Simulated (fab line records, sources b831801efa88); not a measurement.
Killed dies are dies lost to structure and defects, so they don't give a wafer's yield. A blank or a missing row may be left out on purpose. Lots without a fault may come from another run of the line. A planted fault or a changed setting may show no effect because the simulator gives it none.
Problem report in the 8D (eight disciplines) form, filled by code | flow gf180mcu | the parts of the form that need people (team, actions taken, sign-off) are left out

1. THE PROBLEM
NSD_TW at GF_NSD_TW_MEAS_12 reads a mean of 4503 on 6 wafers of 2 lots; wafers without a fault read 4229 with a standard deviation of 48. That is +5.7 standard deviations from the usual mean.
First seen on wafer L812.1, day 17 21:17, on film_metro-02. The record holds 33 wafers of 11 lots with a number at this step. Rule for "out", or "out of limits": more than 4 standard deviations from the usual mean. The other wafers with a number count as sound.

2. WHAT IT IS AND WHAT IT IS NOT
question                    | is                     | is not
which readings at this step | NSD_TW                 | -
which lots                  | L812, L813             | L800, L802, L803, L805, L806, L809, L811, L821, L822
which wafers of those lots  | all that have a number | -
read on which gauges        | film_metro-02          | film_metro-03, film_metro-04
when                        | from day 17 21:17      | up to then (21 sound wafers); but 6 sound wafers of L821, L822 came after

3. SUSPECTS, AND WHAT RULES EACH OUT
Counting: a tool at a process step up to the reading stays a suspect if it ran every lot that is out and no sound lot after the first of them.
- the gauge at GF_NSD_TW_MEAS_12: ruled out. All the wafers that are out were read on film_metro-02, but those of them that GF_NSD_IMPLANT_09 has rows for are out there too, on other tools.
- plasma_asher-02 at GF_POLY_GATE_STRIP_14 (strips in O2/N2): ruled out as a lasting fault. Sound lots L821 ran on it after its first lot that is out, L812 (day 13 01:46).
- implanter-02 at GF_NSD_IMPLANT_09: kept. It ran every lot that is out, first L812 (day 17 20:53), and no sound lot after that; its last sound lot up to then is L811 (day 17 07:38). Its own readings are out on those wafers: beam_energy_keV.
Left after counting: implanter-02 at GF_NSD_IMPLANT_09.

4. THE CAUSE (what the simulator had put in)
Process parameter drift: implanter-02, from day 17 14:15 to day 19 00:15, at GF_NSD_IMPLANT_09. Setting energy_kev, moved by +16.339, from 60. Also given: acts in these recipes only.
Counting left only this tool.

5. THE CHAIN OF EFFECTS, in route order
Each row: a reading whose mean over the struck wafers that have a number lies more than 3 standard deviations from the usual. Only readings for which the record gives a usual standard deviation are gone through. hours: the time from each lot's start at the first step in this table that gives one to its start at this step, as a median over the lots. sigmas: the change in usual standard deviations.
hours | step              | reading                  | usual        | on struck wafers | change  | sigmas
0     | GF_NSD_IMPLANT_09 | beam_energy_keV          | 60.002       | 76.350           | +16.348 | +99 or more
0     | GF_NSD_STRIP_11   | oes_product_au           | 0.487 a.u.   | 0.465            | -0.022  | -4.5
0     | GF_NSD_STRIP_11   | strip_time_to_endpoint_s | 22.948 s     | 25.212           | +2.264  | +81
0     | GF_NSD_TW_MEAS_12 | NSD_TW                   | 4229         | 4503             | +274    | +5.7
25    | GF_PSD_RS_MEAS_14 | NSD_RS                   | 46.14 ohm/sq | 41.96            | -4.18   | -43
The process steps in it:
- GF_NSD_IMPLANT_09
- GF_NSD_STRIP_11: strips in O2/N2.

6. WHAT WOULD HAVE CAUGHT IT SOONER
In this record the first reading out of limits at a measuring or inspecting step was taken at day 17 21:17, 7 hours after the fault began at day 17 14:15.
The tool's own readings at GF_NSD_IMPLANT_09 were out on every struck wafer that the step has a row for (beam_energy_keV): an alarm limit on them would have fired on the first of those.
Of the lots that are out (2), L813 began GF_NSD_IMPLANT_09 on implanter-02 after day 17 21:17. A hold on the tool at that time would have spared it.
